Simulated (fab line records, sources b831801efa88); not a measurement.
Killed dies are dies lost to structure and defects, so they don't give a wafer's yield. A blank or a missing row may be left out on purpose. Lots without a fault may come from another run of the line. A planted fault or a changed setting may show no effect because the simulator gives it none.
Chamber matching | flow sfq_line | SFQ_TRILAYER_I6_VIA_ETCH_VIA_ETCH_172 on rie_diel-02: 4 sister chambers
The step etches SiO2 in CHF3, stops on Nb, target depth 260 nm. 8 wafers are shown with their chamber, then 7 later ones without.

WAFERS WITH THEIR CHAMBER
wafer  | chamber | drypump_motor_current_A (A) | oes_product_au (a.u.)
L384.2 | 3       | 5.42                        | 0.846
L388.1 | 0       | 5.51                        | 0.854
L389.2 | 3       | 5.35                        | 0.855
L389.6 | 2       | 4.95                        | 0.852
L390.5 | 0       | 5.51                        | 0.843
L390.6 | 1       | 5.69                        | 0.860
L398.2 | 2       | 4.95                        | 0.852
L398.4 | 1       | 5.69                        | 0.841

WAFERS WITHOUT THEIR CHAMBER
wafer  | drypump_motor_current_A (A) | oes_product_au (a.u.)
L398.6 | 4.94                        | 0.855
L400.4 | 5.69                        | 0.859
L400.5 | 5.48                        | 0.855
L400.6 | 4.96                        | 0.849
L402.2 | 5.65                        | 0.855
L402.4 | 4.94                        | 0.860
L402.5 | 5.69                        | 0.850

WHICH CHAMBER EACH WENT THROUGH
wafer  | from the rows above | in truth
L398.6 | 2                   | 2
L400.4 | 1                   | 1
L400.5 | 0                   | 0
L400.6 | 2                   | 2
L402.2 | 1                   | 1
L402.4 | 2                   | 2
L402.5 | 1                   | 1
Placed correctly: 7 of 7. Can't be placed from these rows: 0. Placed wrongly: 0.
How it was worked out, from the rows above alone: a wafer's distance from a chamber is the root of the sum, over the readings, of the square of ((its reading less the chamber's mean) divided by the reading's scatter). The wafer belongs to the nearest chamber; if the next one is less than 2 further off, it can't be placed. A chamber's mean is the mean of its shown wafers. The scatter: the root of (the sum of the squares of (reading less its chamber's mean) over the shown wafers, divided by (wafers less chambers)).
